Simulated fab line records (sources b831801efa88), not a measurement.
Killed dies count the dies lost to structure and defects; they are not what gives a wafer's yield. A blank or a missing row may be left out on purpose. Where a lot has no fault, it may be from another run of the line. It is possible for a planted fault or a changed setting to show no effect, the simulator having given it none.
What tool caused it? + flow sky130 + route of 708 steps, sampled at 1 step: 15 lots, 45 wafers

WHAT EACH GAUGE READ, for each wafer
Not one reading of a measure or inspect step in the record can be checked against a usual standard deviation.

WHAT TOOL EACH LOT RAN ON (gives the tool, then ch and the chambers of the sampled wafers, and finally the start)
| lot  | SKY_NWELL_DEVELOP_22              |
|------|-----------------------------------|
| L885 | litho track-03 ch 0, day 5 13:00  |
| L886 | litho track-02 ch 0, day 5 18:00  |
| L887 | litho track-02 ch 0, day 5 21:00  |
| L889 | litho track-03 ch 0, day 6 09:00  |
| L890 | litho track-04, day 6 17:00       |
| L891 | litho track-04, day 6 22:00       |
| L892 | litho track-04, day 7 04:00       |
| L899 | litho track-02 ch 0, day 9 02:00  |
| L900 | litho track-02 ch 0, day 9 13:00  |
| L901 | litho track-03 ch 0, day 9 14:00  |
| L902 | litho track-03 ch 0, day 9 21:00  |
| L903 | litho track-03 ch 0, day 10 00:00 |
| L905 | litho track-04 ch 0, day 10 10:00 |
| L906 | litho track-04 ch 0, day 10 17:00 |
| L907 | litho track-04 ch 0, day 10 23:00 |
- SKY_NWELL_DEVELOP_22: develop time 60 s.

WHAT THE TOOLS THEMSELVES READ (means of the sampled wafers that have a number; where no wafer has one, the mark that the record gives instead)
SKY_NWELL_DEVELOP_22. Usual: 23.03 C for chill plate temp C, sd 0.1.
| lot  | tool           | chill plate temp C (C) | flag |
|------|----------------|------------------------|------|
| L885 | litho track-03 | 22.97                  |      |
| L886 | litho track-02 | 23.16                  |      |
| L887 | litho track-02 | 23.04                  |      |
| L889 | litho track-03 | 22.92                  |      |
| L890 | litho track-04 | -                      | OFF  |
| L891 | litho track-04 | -                      | OFF  |
| L892 | litho track-04 | -                      | OFF  |
| L899 | litho track-02 | 23.19                  |      |
| L900 | litho track-02 | 22.93                  |      |
| L901 | litho track-03 | 22.99                  |      |
| L902 | litho track-03 | 23.06                  |      |
| L903 | litho track-03 | 23.01                  |      |
| L905 | litho track-04 | 22.94                  |      |
| L906 | litho track-04 | 23.09                  |      |
| L907 | litho track-04 | 22.85                  |      |

THE ANSWER, worked out from the rows above alone
Rule: lot off if the mean of its wafers having a number is beyond 3 standard deviations from the usual mean. A lot without any number at a reading at which 4 lots or more have one is off too. Where the step has rows for the other lots, those lots are counted as sound. The gauges are gone through in route order, then the tools' own readings, and for those a lot's mean is taken as printed above. The first step at which some lot is off is used, and at that step the reading that is off furthest; a lot without a number counts as furthest.
Off at SKY_NWELL_DEVELOP_22 (chill plate temp C): L890, L891, L892. Without a number there: L890, L891, L892.
A tool fits if, at that step or a process step before it, it ran every lot that is off, and no sound lot after the first of them. Of those tried, none fits.

WHAT HAD BEEN PUT IN BY THE SIMULATOR
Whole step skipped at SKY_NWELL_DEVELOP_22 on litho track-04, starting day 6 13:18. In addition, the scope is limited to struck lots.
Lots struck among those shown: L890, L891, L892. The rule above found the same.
